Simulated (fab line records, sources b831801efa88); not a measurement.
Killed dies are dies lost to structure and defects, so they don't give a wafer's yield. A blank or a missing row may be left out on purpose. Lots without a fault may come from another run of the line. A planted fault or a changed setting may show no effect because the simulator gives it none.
fab line records | flow sky130
record lots=6 wafers=18 last_day=50
route steps=708 shown LDD_N@245 LDD_P@255 PAD_OPEN@708
lots that met no fault: from a run of the same line without faults
start_h: hours from the record's first day to the start of the lot's first wafer shown | wait_h: hours since the lot's step before | " the same as in the row above | L1.1+2: a row that stands for several wafers | - no value, or no start given | * or withheld: withheld | < > ~ a bound
route shown NAME@n: a module of which the file shows steps, and the number in the route of the first | usual: mean/standard deviation of fault-free wafers | same: alike in all rows | chamber/n: place in a boat | sites: the reading at each site | _std_site: their standard deviation | _edge_site: outer sites' mean less inner sites' | radius_mm: how far each site lies from the wafer's centre | mask NAME#n: copy n | behind: the tool/chamber that last shaped the wafer | hold: why the lot was held/for how many hours/how that ended | device: the transistor (n, p or np) that didn't switch | end of line: the same wafers' tests at the end of the route | a step without rows: its recipe alone | killed: dies lost to structure and defects at the first sort, not the wafer's yield | map: a wafer's dies, x killed, . not, _ none there
set.NAME: the setting as run; set.NAME@STEP: as run at that earlier step | model.NAME: the simulator's own value behind a step, which no gauge read
lots at some steps of the route; a table a step, a row a wafer
services: from which hour (start_h, from the record's first day; less than 0 if before it) a tool's chamber was out of use, for how many hours, and why
## steps
# step SKY_LDD_N_IMPLANT_08
# recipe species=As energy_kev=20 dose_cm2=7.5e+13 tilt_deg=withheld rotation_deg=23
# step SKY_LDD_N_IMPLANT_09
# recipe species=As energy_kev=20 dose_cm2=7.5e+13 tilt_deg=withheld rotation_deg=113
# step SKY_LDD_N_IMPLANT_10
# recipe species=As energy_kev=20 dose_cm2=7.5e+13 tilt_deg=withheld rotation_deg=203
# step SKY_LDD_N_IMPLANT_11
# recipe species=As energy_kev=20 dose_cm2=7.5e+13 tilt_deg=withheld rotation_deg=293
# step SKY_LDD_N_IMPLANT_12
# recipe species=BF2 energy_kev=50 dose_cm2=5e+12 tilt_deg=30 rotation_deg=0
# step SKY_LDD_N_IMPLANT_13
# recipe species=BF2 energy_kev=50 dose_cm2=5e+12 tilt_deg=30 rotation_deg=90
# step SKY_LDD_N_IMPLANT_14
# recipe species=BF2 energy_kev=50 dose_cm2=5e+12 tilt_deg=30 rotation_deg=180
# step SKY_LDD_N_IMPLANT_15
# recipe species=BF2 energy_kev=50 dose_cm2=5e+12 tilt_deg=30 rotation_deg=270
# step SKY_LDD_N_STRIP_16
# recipe chemistry=O2/N2 power_w=1400 pressure_mtorr=1500 platen_temp_c=withheld o2_flow_sccm=3000 n2_flow_sccm=300 overash_fraction=0.5
# usual drypump_motor_current_A=5.7/0.31 oes_product_au=0.406/0.0048 strip_time_to_endpoint_s=4.314/0.017
# columns lot.wafer tool chamber start_h wait_h drypump_motor_current_A oes_product_au rf_hours_counter_h strip_time_to_endpoint_s
L649.3 plasma_asher-02 1 478.32 0.1 5.7 0.407 - 4.331
L649.4 " 0 " " 5.4 0.407 - 4.329
L649.5 " 0 " " 5.4 0.403 - 4.336
L651.1 plasma_asher-03 0 495.12 0.1 5.2 0.399 7 4.310
L651.2 " 1 " " 5.9 0.413 7 4.290
L651.6 " 0 " " 5.2 0.410 - 4.314
L658.3 plasma_asher-04 0 572.42 0.1 6.1 0.404 - 4.321
L658.5 " 1 " " 5.8 0.404 - 4.328
L658.6 " 0 " " 6.1 0.404 - 4.319
L660.2 plasma_asher-04 0 579.06 0.1 6.2 0.416 43 4.309
L660.3 " 0 " " 6.1 0.412 - 4.291
L660.4 " 1 " " 5.7 0.404 - 4.298
L661.4 plasma_asher-03 1 583.92 0.1 5.9 0.402 - 4.329
L661.5 " 1 " " 5.9 0.410 - 4.329
L661.6 " 0 " " 5.2 0.414 - 4.325
L662.1 plasma_asher-02 1 588.26 0.1 5.7 0.402 79 4.300
L662.4 " 1 " " 5.7 0.406 - 4.281
L662.5 " 0 " " 5.4 0.408 - 4.298
# step SKY_LDD_N_TW_MEAS_17
# usual LDD_N_TW=2564/20
# columns lot.wafer tool chamber start_h wait_h LDD_N_TW
L649.3 film_metro-03 - 478.40 0.1 2573
L649.4 " - " " 2560
L649.5 " - " " 2570
L651.1 film_metro-04 - 495.22 0.1 2541
L651.2 " - " " 2536
L651.6 " - " " 2537
L658.3 film_metro-03 - 572.50 0.1 2563
L658.5 " - " " 2579
L658.6 " - " " 2568
L660.2 film_metro-04 - 579.17 0.1 2538
L660.3 " - " " 2519
L660.4 " - " " 2529
L661.4 film_metro-04 - 584.01 0.1 2519
L661.5 " - " " 2522
L661.6 " - " " 2534
L662.1 film_metro-01 - 588.36 0.1 2561
L662.4 " - " " 2572
L662.5 " - " " 2566
# step SKY_LDD_P_DEHYDRATE_00
# recipe temp_c=200 time_s=60
# step SKY_LDD_P_HMDS_01
# recipe prime_time_s=60 prime_temp_c=120
# step SKY_LDD_P_COAT_02
# recipe resist=NOVOLAK spin_rpm=3000 resist_thk_nm=1140
# columns lot.wafer tool chamber start_h wait_h model.NOVOLAK_of_LDD_P_COAT_02.thk_nm
L649.3 litho_track-02 0 492.73 0.1 1140
L649.4+5 " 0 " " 1142
L651.1 litho_track-04 0 510.48 0.1 1138
L651.2 " 0 " " 1141
L651.6 " 0 " " 1140
L658.3 litho_track-04 0 586.18 0.1 1305
L658.5 " 0 " " 1138
L658.6 " 0 " " 1134
L660.2 litho_track-04 0 592.85 0.1 1314
L660.3 " 0 " " 1317
L660.4 " 0 " " 1144
L661.4 litho_track-02 0 598.40 0.1 1137
L661.5 " 0 " " 1143
L661.6 " 0 " " 1140
L662.1 litho_track-02 0 603.48 0.1 1143
L662.4 " 0 " " 1141
L662.5 " 0 " " 1139
# step SKY_LDD_P_SOFTBAKE_03
# recipe temp_c=90 time_s=60 resist=NOVOLAK
# step SKY_LDD_P_EXPOSE_04
# recipe mask_id=PSDM na=0.6 source_shape=conventional sigma_outer=0.6 polarization=unpolarized target_cd_nm=380 dose_mj=138
# step SKY_LDD_P_PEB_05
# recipe temp_c=withheld time_s=* resist=NOVOLAK
# step SKY_LDD_P_DEVELOP_06
# recipe resist=NOVOLAK developer=TMAH develop_time_s=60 dev_temp_c=23
# columns lot.wafer tool chamber start_h wait_h model.NOVOLAK_of_LDD_P_COAT_02.thk_nm
L649.3 litho_track-02 0 508.38 0.1 1140
L649.4+5 " 0 " " 1142
L651.1 litho_track-04 0 524.93 0.1 1138
L651.2 " 0 " " 1141
L651.6 " 0 " " 1140
L658.3 litho_track-02 0 600.93 0.1 1305
L658.5 " 0 " " 1137
L658.6 " 0 " " 1134
L660.2 litho_track-03 0 607.79 0.1 1314
L660.3 " 0 " " 1317
L660.4 " 0 " " 1144
L661.4 litho_track-02 0 613.20 0.1 1136
L661.5 " 0 " " 1142
L661.6 " 0 " " 1140
L662.1 litho_track-03 0 617.41 0.1 1143
L662.4 " 0 " " 1141
L662.5 " 0 " " 1139
# step SKY_LDD_P_CD_MEAS_07
# recipe target_cd_nm=380
# usual cd_nm=379.6/2.3
# columns lot.wafer tool chamber start_h wait_h cd_nm
L649.3 cd_sem-01 - 508.52 0.1 378.7
L649.4 " - " " 379.7
L649.5 " - " " 381.1
L651.1 cd_sem-02 - 525.08 0.1 375.2
L651.2 " - " " 378.4
L651.6 " - " " 375.8
L658.3 cd_sem-02 - 601.07 0.1 367.3
L658.5 " - " " 379.2
L658.6 " - " " 377.8
L660.2 cd_sem-01 - 607.93 0.1 362.4
L660.3 " - " " 363.0
L660.4 " - " " 378.0
L661.4 cd_sem-01 - 613.34 0.1 383.9
L661.5 " - " " 381.9
L661.6 " - " " 383.7
L662.1 cd_sem-02 - 617.56 0.1 378.2
L662.4 " - " " 381.0
L662.5 " - " " 383.2
# step SKY_LDD_P_OVL_MEAS_08
# usual LDD_P_OVL=-0.5/1.1
# columns lot.wafer tool chamber start_h wait_h LDD_P_OVL[nm]
L649.3 overlay-01 - 508.61 0.1 -1.5
L649.4 " - " " -1.2
L649.5 " - " " -1.7
L651.1 overlay-01 - 525.20 0.1 -0.2
L651.2 " - " " 0.1
L651.6 " - " " 0.9
L658.3 overlay-01 - 601.16 0.1 -2.7
L658.5 " - " " -0.4
L658.6 " - " " -0.5
L660.2 overlay-02 - 608.04 0.1 1.1
L660.3 " - " " -1.0
L660.4 " - " " 0.5
L661.4 overlay-01 - 613.42 0.1 -1.2
L661.5 " - " " 1.5
L661.6 " - " " -1.3
L662.1 overlay-02 - 617.68 0.1 1.2
L662.4 " - " " 1.1
L662.5 " - " " 0.3
# step SKY_LDD_P_IMPLANT_09
# recipe species=BF2 energy_kev=25 dose_cm2=1e+13 tilt_deg=withheld
# step SKY_LDD_P_STRIP_10
# recipe chemistry=O2/N2 power_w=1400 pressure_mtorr=1500 platen_temp_c=withheld o2_flow_sccm=3000 n2_flow_sccm=300 overash_fraction=0.5
# usual drypump_motor_current_A=5.68/0.26 oes_product_au=0.716/0.0045 strip_time_to_endpoint_s=14.19/0.046
# columns lot.wafer tool chamber start_h wait_h drypump_motor_current_A oes_product_au rf_hours_counter_h strip_time_to_endpoint_s
L649.3 plasma_asher-01 1 508.82 0.1 5.40 0.711 - 14.17
L649.4 " 0 " " 5.53 0.714 - 14.21
L649.5 " 0 " " 5.53 0.715 - 14.20
L651.1 plasma_asher-04 1 525.38 0.1 5.69 0.716 38 14.16
L651.2 " 0 " " 6.14 0.712 38 14.20
L651.6 " 0 " " 6.14 0.719 - 14.18
L658.3 plasma_asher-02 1 601.37 0.1 5.71 0.716 - 16.05
L658.5 " 1 " " 5.76 0.719 - 14.14
L658.6 " 0 " " 5.33 0.719 - 14.12
L660.2 plasma_asher-01 0 608.22 0.1 5.51 0.713 90 16.13
L660.3 " 1 " " 5.39 0.714 - 16.18
L660.4 " 0 " " 5.53 0.712 - 14.23
L661.4 plasma_asher-04 1 613.62 0.1 5.68 0.717 - 14.13
L661.5 " 1 " " 5.71 0.715 - 14.20
L661.6 " 0 " " 6.10 0.719 - 14.18
L662.1 plasma_asher-02 0 617.87 0.1 5.39 0.720 81 14.21
L662.4 " 0 " " 5.40 0.719 - 14.17
L662.5 " 1 " " 5.71 0.718 - 14.18
# step SKY_LDD_P_TW_MEAS_11
# usual LDD_P_TW=632/5.8
# columns lot.wafer tool chamber start_h wait_h LDD_P_TW
L649.3 film_metro-04 - 508.91 0.1 626
L649.4 " - " " 627
L649.5 " - " " 627
L651.1 film_metro-04 - 525.48 0.1 627
L651.2 " - " " 627
L651.6 " - " " 628
L658.3 film_metro-04 - 601.45 0.1 623
L658.5 " - " " 621
L658.6 " - " " 622
L660.2 film_metro-01 - 608.33 0.1 629
L660.3 " - " " 634
L660.4 " - " " 625
L661.4 film_metro-01 - 613.71 0.1 631
L661.5 " - " " 634
L661.6 " - " " 635
L662.1 film_metro-02 - 617.97 0.1 640
L662.4 " - " " 638
L662.5 " - " " 637
# step SKY_PAD_OPEN_PROBE_99
# usual killed_at_M0_to_M3=45/6.6 killed_at_M4_up=3.1/1.6 killed_at_contacts=24/5 killed_at_front_end=14/4.4 killed_at_other=0.3/0.58 killed_dies=87/9.2 killed_open=47/6.7 killed_short=40/6.4
# same gross_dies=492 killed_at_back_side=0
# columns lot.wafer tool chamber start_h wait_h killed_at_M0_to_M3 killed_at_M4_up killed_at_contacts killed_at_front_end killed_at_other killed_dies killed_open killed_short
L649.3 prober-02 - 1126.25 0.2 43 3 16 19 0 81 46 35
L649.4 prober-02 - 1126.30 0.2 51 3 15 11 0 80 42 38
L649.5 prober-02 - 1126.35 0.2 43 3 23 25 0 94 50 44
# killed by level:class
L649.3 METAL2:geometric_particle:short=10 METAL1:geometric_particle:short=9 VIA1:geometric_particle:open=9 CONTACT:geometric_particle:open=7 VIA2:geometric_particle:open=7 POLY_GATE:geometric_particle:short=5 LI_CONTACT:geometric_particle:open=5 VIA3:geometric_particle:open=5
L649.4 VIA1:geometric_particle:open=16 METAL1:geometric_particle:short=9 CONTACT:geometric_particle:open=7 VIA2:geometric_particle:open=6 FIELD_ISO:geometric_particle:short=5 VIA1:geometric_particle:short=5 METAL2:geometric_particle:short=5 VIA2:geometric_particle:short=3
L649.5 CONTACT:geometric_particle:open=13 POLY_GATE:geometric_particle:short=9 VIA2:geometric_particle:open=9 VIA1:geometric_particle:open=7 METAL2:geometric_particle:short=7 POLY_GATE:geometric_particle:open=6 METAL1:geometric_particle:short=6 VIA3:geometric_particle:open=6
## services
# columns tool chamber start_h hours kind
plasma_asher-04 - 499.83 2.5 repair
plasma_asher-01 - 563.99 1.2 repair
plasma_asher-02 - 612.07 2.8 pm
## key
first_sign step=SKY_LDD_P_CD_MEAS_07 reading=cd_nm direction=down sigmas=6.7 usual=379.6 struck=364.2
effect step=SKY_LDD_P_STRIP_10 reading=strip_time_to_endpoint_s direction=up sigmas=42 usual=* struck=*
model_effect step=SKY_LDD_P_COAT_02 value=NOVOLAK_of_LDD_P_COAT_02.thk_nm without=1142 struck=1312
model_effect step=SKY_LDD_P_DEVELOP_06 value=NOVOLAK_of_LDD_P_COAT_02.thk_nm without=1142 struck=1312
met_at SKY_LDD_P_COAT_02
struck_wafers L658.3,L660.2,L660.3
tester_left_out L658,L660
onset_between 510.48 586.18
fault kind=process_parameter_drift tool=litho_track-04 chamber=- onset_h=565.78 steps=SKY_LDD_P_COAT_02 channel=resist_thk_nm offset=169.56 shape=step end_h=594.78 scope=struck_wafers_only acts_in=these_recipes_only stated=1140
# tester_left_out: of these lots the tester's yield and bins aren't shown, on N5 and GAA mostly nor the transistor test; their killed dies are dies lost to structure and defects alone, not to doping, threshold or leakage, so they don't give the yield
